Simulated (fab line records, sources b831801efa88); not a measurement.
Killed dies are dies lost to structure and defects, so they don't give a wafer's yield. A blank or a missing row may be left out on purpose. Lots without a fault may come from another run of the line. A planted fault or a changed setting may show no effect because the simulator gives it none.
One fault seen from 2 desks | flow gf180mcu | each desk has only its own numbers; what lay behind them comes last

THE TOOL OWNER'S DESK: wet_bench-01
The tool's own readings at GF_DUAL_GATE_WET_ETCH_12 (etches SiO2 in dHF, target depth 13 nm, time 260 s): means of the sampled wafers that have a number, for each lot that ran on this tool. A lot is out of limits, marked OUT, if its mean lies more than 4 standard deviations from the usual mean; the brackets give that distance.
Columns: A = bath_heat_duty_pct at GF_DUAL_GATE_WET_ETCH_12, usual 6.3 %
lot  | first seen here | A
L691 | day 8 14:57     | 6.1
L696 | day 10 04:54    | 6.7
L697 | day 10 12:43    | 6.3
L698 | day 10 12:57    | 6.4
L701 | day 11 12:45    | 6.1
This desk's finding: nothing out of limits on any of the 5 lots.

THE METROLOGY DESK
What the gauges read, lot by lot, whatever tool the lot ran on: means of the sampled wafers that have a number. A lot is out of limits, marked OUT, if its mean lies more than 4 standard deviations from the usual mean; the brackets give that distance.
Columns: A = cd_nm at GF_M5_CD_MEAS_07, usual 279.4 nm; B = TOP_METAL_OVL at GF_TOP_METAL_OVL_MEAS_15, usual 0.5 nm
lot  | first seen here | A     | B
L691 | day 26 11:01    | 278.4 | -0.5
L692 | day 26 13:38    | 279.6 | 0.1
L693 | day 27 02:21    | 280.0 | -0.2
L694 | day 27 17:35    | 278.2 | 1.4
L696 | day 28 04:14    | 280.6 | 1.0
L697 | day 29 07:52    | 279.2 | 0.0
L698 | day 29 08:59    | 278.4 | 0.4
L701 | day 30 02:19    | 279.1 | 0.8
L708 | day 31 08:33    | 280.4 | -0.1
L709 | day 31 12:38    | 278.7 | 0.3
L710 | day 31 15:56    | 279.7 | 0.9
L711 | day 32 00:16    | 279.1 | 0.7
L712 | day 32 04:28    | 279.9 | 1.4
L713 | day 32 11:22    | 278.1 | 0.5
This desk's finding: nothing out of limits on any of the 14 lots.

PUT TOGETHER
The tool owner's desk saw nothing out of limits.
The metrology desk saw nothing out of limits.

WHAT THE SIMULATOR HAD PUT IN
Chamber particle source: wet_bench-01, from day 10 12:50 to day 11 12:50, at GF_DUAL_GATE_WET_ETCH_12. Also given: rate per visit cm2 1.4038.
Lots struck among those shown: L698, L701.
